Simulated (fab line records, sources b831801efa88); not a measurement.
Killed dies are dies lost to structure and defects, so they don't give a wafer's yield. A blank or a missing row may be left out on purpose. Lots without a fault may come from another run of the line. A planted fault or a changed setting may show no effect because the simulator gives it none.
Chamber matching | flow sky130 | SKY_FIELD_ISO_CMP_27 on cmp-01: 4 sister chambers
The step polishes, stops on Si3N4, t overpolish 16 s, target thk 457.8 nm. 4 wafers are shown with their chamber, then 8 later ones without.

WAFERS WITH THEIR CHAMBER
wafer  | chamber | time_to_endpoint_s (s)
L673.5 | 2       | 117
L684.3 | 3       | 120
L684.5 | 0       | 111
L686.1 | 1       | 104

WAFERS WITHOUT THEIR CHAMBER
wafer  | time_to_endpoint_s (s)
L686.4 | 126
L686.5 | 127
L687.4 | 117
L687.5 | 108
L687.6 | 123
L690.2 | 125
L690.4 | 115
L690.5 | 102

WHICH CHAMBER EACH WENT THROUGH
wafer  | from the rows above          | in truth
L686.4 | can't be placed: 3 or 2      | 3
L686.5 | can't be placed: 3 or 2      | 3
L687.4 | can't be placed: 2 or 3 or 0 | 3
L687.5 | can't be placed: 0 or 1 or 2 | 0
L687.6 | can't be placed: 3 or 2      | 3
L690.2 | can't be placed: 3 or 2      | 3
L690.4 | can't be placed: 2 or 0 or 3 | 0
L690.5 | can't be placed: 1 or 0      | 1
Placed correctly: 0 of 8. Can't be placed from these rows: 8 (the true chamber is among the candidates in 8). Placed wrongly: 0.
How it was worked out, from the rows above alone: a wafer's distance from a chamber is the root of the sum, over the readings, of the square of ((its reading less the chamber's mean) divided by the reading's scatter). The wafer belongs to the nearest chamber; if the next one is less than 2 further off, it can't be placed. A chamber's mean is the mean of its shown wafers. The scatter: with one shown wafer a chamber, the root of the mean of the squares of how far each hidden wafer lies from its nearest shown one.
